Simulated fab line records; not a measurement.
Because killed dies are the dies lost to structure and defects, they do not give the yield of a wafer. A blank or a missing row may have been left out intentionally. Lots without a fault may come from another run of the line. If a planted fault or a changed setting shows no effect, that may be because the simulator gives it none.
Split-lot trial	flow sfq line	23 wafers read across 5 lots, on a route 325 steps long

SPLIT DETAILS
At SFQ_TRILAYER_I0_VIA_LITHO_PEB_034 (peb time 60 s), the setting peb time s was moved away from the recipe's 60 s on 6 of the 23 wafers read, by -12.6% to +14.0%. For the rest of the wafers, this setting stayed at what the recipe calls for.

FROM THE SPLIT TO THE READING: what the file shows between them, 2 steps
- SFQ_TRILAYER_I0_VIA_LITHO_DEVELOP_033: time 60 s
- SFQ_TRILAYER_I0_VIA_BARC_OPEN_VIA_ETCH_046: etches BARC in O2, target depth 125 nm, time 43.03 s

THE READING
I0.cd nm (the simulator's own value, which no gauge read), in nm, at SFQ_TRILAYER_I0_VIA_ETCH_VIA_ETCH_034 (etches SiO2 in CHF3, stops on Nb, target depth 260 nm). The file does not state a usual value for it. Across the 17 wafers here that went through the recipe, the average is 499.5 nm and the standard deviation 2 nm.

wafer	tool, chamber at the split	peb time s as run, s	against the recipe	I0.cd nm, nm	against lot-mates on the recipe
L075.1	litho track-01, 0	63.69	+6.1%	506.8	+8.8
L075.2	litho track-01, 0	60	recipe	497.4	-
L075.3	litho track-01, 0	60	recipe	497.8	-
L075.4	litho track-01, 0	60	recipe	498.7	-
L075.6	litho track-01, 0	63.69	+6.1%	507.2	+9.2
L078.2	litho track-02, 0	60	recipe	501.8	-
L078.3	litho track-02, 0	60	recipe	501.8	-
L078.4	litho track-02, 0	60	recipe	502.7	-
L078.5	litho track-02, 0	52.47	-12.6%	481.7	-20.4
L078.6	litho track-02, 0	52.47	-12.6%	483.5	-18.6
L080.1	litho track-04, 0	60	recipe	502.6	-
L080.3	litho track-04, 0	60	recipe	499.7	-
L080.4	litho track-04, 0	60	recipe	499.9	-
L083.1	litho track-04, 0	60	recipe	498.3	-
L083.2	litho track-04, 0	60	recipe	497.4	-
L083.3	litho track-04, 0	68.38	+14.0%	520.3	+22.3
L083.4	litho track-04, 0	68.38	+14.0%	517.2	+19.2
L083.5	litho track-04, 0	60	recipe	498.3	-
L084.1	litho track-01, 0	60	recipe	496.6	-
L084.2	litho track-01, 0	60	recipe	498.3	-
L084.3	litho track-01, 0	60	recipe	500.6	-
L084.5	litho track-01, 0	60	recipe	497.3	-
L084.6	litho track-01, 0	60	recipe	502.5	-

FIT RESULTS
A straight line over all 23 wafers: I0.cd nm changes by +1.35 nm for each +1% of peb time s; r = +0.97; the points scatter about the line by 1.9 nm.
The same after taking each lot's own level away (the mean of its wafers on the recipe; 23 wafers): +1.51 nm for each +1%; r = +0.99; scatter 1.4 nm.
On that fit, the largest move of peb time s shifts the reading by 21 nm.
Measured against the standard deviation above, the lots' own levels, which go from 497.97 to 502.10 nm, span 2.0 times it.
In other words, the slope is changed by the lot-to-lot level; the two fits disagree.
Check: with one of the wafers moved furthest among these (+14.0%) left out of the fit, the line predicts +20.6 nm for it against its lot-mates. Against them it came out at +22.3 nm.

OTHER SPLITS APPLIED TO THESE WAFERS
These wafers also went through other splits before the reading. Each is held against what the fit with the lots' levels taken away leaves over:
other split on the same wafers	wafers away from the commonest value	r with I0.cd nm (lot level and that fit taken away)
SFQ_TRILAYER_INCOMING_OXIDATION_002 ox time s	18	+0.01
SFQ_TRILAYER_L0_LITHO_COAT_005 spin rpm	7	+0.02
SFQ_TRILAYER_L0_VIA_BARC_OPEN_VIA_ETCH_021 time s	4	+0.24
SFQ_TRILAYER_M0_DEP_SPUTTER_019 time s	7	-0.11
SFQ_TRILAYER_M0_LITHO_COAT_026 resist thk nm	10	-0.11
SFQ_TRILAYER_M0_ETCH_METAL_ETCH_024 pressure mtorr	15	+0.02
SFQ_TRILAYER_I0_VIA_LITHO_COAT_031 spin rpm	10	+0.34

THE WHOLE CHAIN: every reading that the file lists as answering this split, in the file's order
step	what it does	reading	change (the file's fit)	r (the file's)
SFQ_TRILAYER_I0_VIA_BARC_OPEN_VIA_ETCH_046	etches BARC in O2, target depth 125 nm, time 43.03 s	I0.cd nm (the simulator's own value, which no gauge read)	+1.44 nm for each +1% of the setting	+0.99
SFQ_TRILAYER_I0_VIA_ETCH_VIA_ETCH_034	etches SiO2 in CHF3, stops on Nb, target depth 260 nm	I0.cd nm (the simulator's own value, which no gauge read)	+1.51 nm for each +1% of the setting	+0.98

THE FILE'S OWN FIT
I0.cd nm changes by +1.51 nm for each +1% of peb time s, r = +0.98.
